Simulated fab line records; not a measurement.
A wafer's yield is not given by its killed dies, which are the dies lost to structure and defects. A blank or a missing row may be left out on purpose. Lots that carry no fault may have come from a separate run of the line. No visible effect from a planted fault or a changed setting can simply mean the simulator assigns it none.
Chamber matching | flow sky130 | pecvd-03 running SKY_CONTACT_CVD_00: 3 sister chambers
The step deposits Si3N4, target thk 75 nm. 3 wafers are shown with their chamber, then 9 later ones without.

## WAFERS, EACH WITH ITS CHAMBER
wafer  | chamber | heaterPowerW (W)
L083.3 | 0       | 603
L090.2 | 2       | 790
L090.5 | 1       | 613

## WAFERS WITH NO CHAMBER GIVEN
wafer  | heaterPowerW (W)
L092.1 | 803
L092.4 | 824
L092.6 | 663
L093.2 | 779
L093.3 | 735
L093.5 | 708
L095.1 | 780
L095.2 | 576
L095.5 | 806

## THE CHAMBER EACH PASSED THROUGH
wafer  | from the rows above          | in truth
L092.1 | 2                            | 2
L092.4 | 2                            | 2
L092.6 | can't be placed: 1 or 0 or 2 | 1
L093.2 | 2                            | 2
L093.3 | can't be placed: 2 or 1 or 0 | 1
L093.5 | can't be placed: 2 or 1 or 0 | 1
L095.1 | 2                            | 2
L095.2 | can't be placed: 0 or 1      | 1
L095.5 | 2                            | 2
Correct placement for 5 of the 9. Can't be placed from these rows: 4 (the true chamber is among the candidates in 4). Wrongly placed: 0.
How it was worked out, from the rows above alone: a wafer's distance from a chamber is the root of the sum, over the readings, of the square of ((its reading less the chamber's mean) divided by the reading's scatter). If the next closest chamber is less than 2 further off than the closest, the wafer can't be placed; otherwise it belongs to the closest. The mean given for a chamber averages the wafers shown for that chamber. The scatter: with one shown wafer a chamber, the root of the mean of the squares of how far each hidden wafer lies from its nearest shown one.
